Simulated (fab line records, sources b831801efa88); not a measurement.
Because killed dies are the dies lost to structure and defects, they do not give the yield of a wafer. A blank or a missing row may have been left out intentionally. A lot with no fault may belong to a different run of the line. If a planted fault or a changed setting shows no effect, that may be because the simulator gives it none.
Comparing a struck lot with a sound one	flow sky130	14 out of 708 route steps
Sound: the wafers L401.2, L401.3, L401.6. Struck: wafers L412.2, L412.3, L412.5. The cause comes at the end.
For every step that has rows: the tool of each side, followed by ch and its chambers, followed by its first start. Under that, the readings that differ: sound wafers	struck wafers	difference of the means	sigmas: that difference in standard deviations of wafers without a fault.
alike: readings whose means differ by less than 2 such deviations, and words and numbers that are the same on both sides. not compared: withheld readings, readings that some wafer has no value for, bounds like >300 that may hide the same value, and numbers for which the record gives no deviation and whose values overlap.
The two part at a step that has a row with sigmas, a row that says differs or no value, or rows on one side only. Non-overlapping numbers with no deviation appear without sigmas and do not part them. A reading that every wafer of one side lacks parts them only if that side has two wafers or more.

SKY_CAP2M_OVL_MEAS_12:
  sound on overlay-01 at day 44 05:56; struck on overlay-02 at day 47 06:56
  alike: CAP2M_OVL
SKY_CAP2M_METAL_ETCH_13: etches TiN in Cl2/BCl3, stops on SiO2, target depth 220 nm, time 62.9 s.
  sound on rie_metal-04 ch 0,1, day 44 05:58; struck on rie_metal-04 ch 0,1, day 47 06:58
  alike: drypump_motor_current_A, mfc_cl2_sccm, oes_product_au, rf_fwd_power_W, throttle_valve_pct
  not compared: rf_hours_counter_h
SKY_CAP2M_STRIP_14: strips in O2/N2.
  sound on plasma_asher-02 ch 0, day 44 06:02; struck on plasma_asher-02 ch 0,1, day 47 07:02
reading	sound	struck	difference	sigmas
drypump_motor_current_A (A)	6.6 6.6 6.6	5.1 5.1 6.6	-1.0	-2
  alike: o2_flow_sccm, oes_product_au, strip_time_to_endpoint_s
  not compared: rf_hours_counter_h
then, 9 steps without rows for these wafers: SKY_CAP2M_STRIP_15 (strips in post etch residue remover, time 1200 s); SKY_CAP2M_CLEAN_16 (cleans in IPA, time 180 s); SKY_CAP2M_CLEAN_17 (cleans in O3/DIW); SKY_METAL4_DEHYDRATE_05 (time 60 s); SKY_METAL4_HMDS_06 (prime time 60 s); SKY_METAL4_COAT_07 (resist thk 60 nm); SKY_METAL4_COAT_08 (resist thk 1140 nm); SKY_METAL4_SOFTBAKE_09 (time 90 s); SKY_METAL4_EXPOSE_10 (exposes mask MM4, target cd 300 nm).
SKY_METAL4_PEB_11:
  sound on litho_track-03 ch 0, day 45 04:00; struck on litho_track-04, day 48 03:00
reading	sound	struck	difference	sigmas
exhaust_pa (Pa)	44.2 45.9 45.3	- - -	no value on the struck wafers	
  not compared: chill_plate_temp_C
then, 1 step without rows for these wafers: SKY_METAL4_DEVELOP_12 (develop time 60 s).

## WHERE THEY PART
First at SKY_CAP2M_STRIP_14; last, within this record, at SKY_METAL4_PEB_11.

WHY: what the simulator had put in
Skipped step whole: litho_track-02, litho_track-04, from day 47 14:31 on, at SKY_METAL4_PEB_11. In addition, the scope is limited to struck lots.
